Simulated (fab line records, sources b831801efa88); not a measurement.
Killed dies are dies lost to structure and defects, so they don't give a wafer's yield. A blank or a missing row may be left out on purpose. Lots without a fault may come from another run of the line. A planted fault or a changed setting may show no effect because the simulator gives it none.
One fault seen from 2 desks | flow gf180mcu | each desk has only its own numbers; what lay behind them comes last

THE TOOL OWNER'S DESK: cvd_w-02
The tool's own readings at GF_V1_CVD_23 (deposits W, target thk 350 nm, time 105.05 s): means of the sampled wafers that have a number, for each lot that ran on this tool. A lot is out of limits, marked OUT, if its mean lies more than 4 standard deviations from the usual mean; the brackets give that distance.
Columns: A = chamber_pressure_Torr at GF_V1_CVD_23, usual 40.01 Torr; B = heater_power_w at GF_V1_CVD_23, usual 899 W
lot  | first seen here | A     | B
L183 | day 18 02:42    | 40.15 | 939
L189 | day 20 15:43    | 40.01 | 863
L191 | day 21 09:32    | 39.92 | 852
L198 | day 23 19:49    | 39.99 | 930
L200 | day 24 07:52    | 40.04 | 936
L201 | day 24 13:47    | 40.10 | 872
L202 | day 24 21:59    | 40.07 | 953
L203 | day 25 14:04    | 39.98 | 780
L205 | day 25 21:33    | 40.00 | 857
This desk's finding: nothing out of limits on any of the 9 lots.

THE METROLOGY DESK
What the gauges read, lot by lot, whatever tool the lot ran on: means of the sampled wafers that have a number. A lot is out of limits, marked OUT, if its mean lies more than 4 standard deviations from the usual mean; the brackets give that distance.
Columns: A = cd_nm at GF_V1_CD_MEAS_14, usual 259.8 nm; B = V1_W_RS at GF_V1_RS_MEAS_24, usual 0.327 ohm/sq; C = V1_W_THK at GF_V1_THK_MEAS_25, usual 357 nm; D = M2_ALCU_RS at GF_M2_RS_MEAS_05, usual 0.0693 ohm/sq
lot  | first seen here | A     | B               | C             | D
L183 | day 18 01:46    | 258.9 | 0.324           | 355           | 0.0687
L186 | day 19 10:39    | 261.3 | 0.331           | 350           | 0.0705
L189 | day 20 14:46    | 259.5 | 0.470 (+43) OUT | 265 (-18) OUT | 0.0693
L191 | day 21 08:38    | 261.1 | 0.467 (+43) OUT | 268 (-17) OUT | 0.0700
L198 | day 23 18:53    | 259.9 | 0.325           | 358           | 0.0692
L200 | day 24 06:58    | 259.8 | 0.330           | 354           | 0.0692
L201 | day 24 12:51    | 260.7 | 0.325           | 362           | 0.0693
L202 | day 24 21:04    | 260.3 | 0.325           | 363           | 0.0696
L203 | day 25 13:08    | 260.3 | 0.324           | 360           | 0.0684
L204 | day 25 13:22    | 259.2 | 0.329           | 357           | 0.0685
L205 | day 25 20:37    | 259.5 | 0.324           | 360           | 0.0688
This desk's finding: out of limits on L189, L191; first on L189, day 20 15:49 (V1_W_RS at GF_V1_RS_MEAS_24). In limits: L183, L186, L198, L200, L201, L202, L203, L204, L205.

PUT TOGETHER
The metrology desk could have raised an alarm at day 20 15:49, on L189, L191.
The tool owner's desk saw nothing out of limits.
The tool owner's desk has L189, L191 on record, within its limits.
Of the lots named, all ran GF_V1_CVD_23 on cvd_w-02.

WHAT THE SIMULATOR HAD PUT IN
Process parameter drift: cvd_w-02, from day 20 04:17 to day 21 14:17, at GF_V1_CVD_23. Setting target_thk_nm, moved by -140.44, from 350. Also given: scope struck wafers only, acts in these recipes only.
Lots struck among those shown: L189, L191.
Hours from the fault's start to each desk's first reading out of limits: the metrology desk, 12.
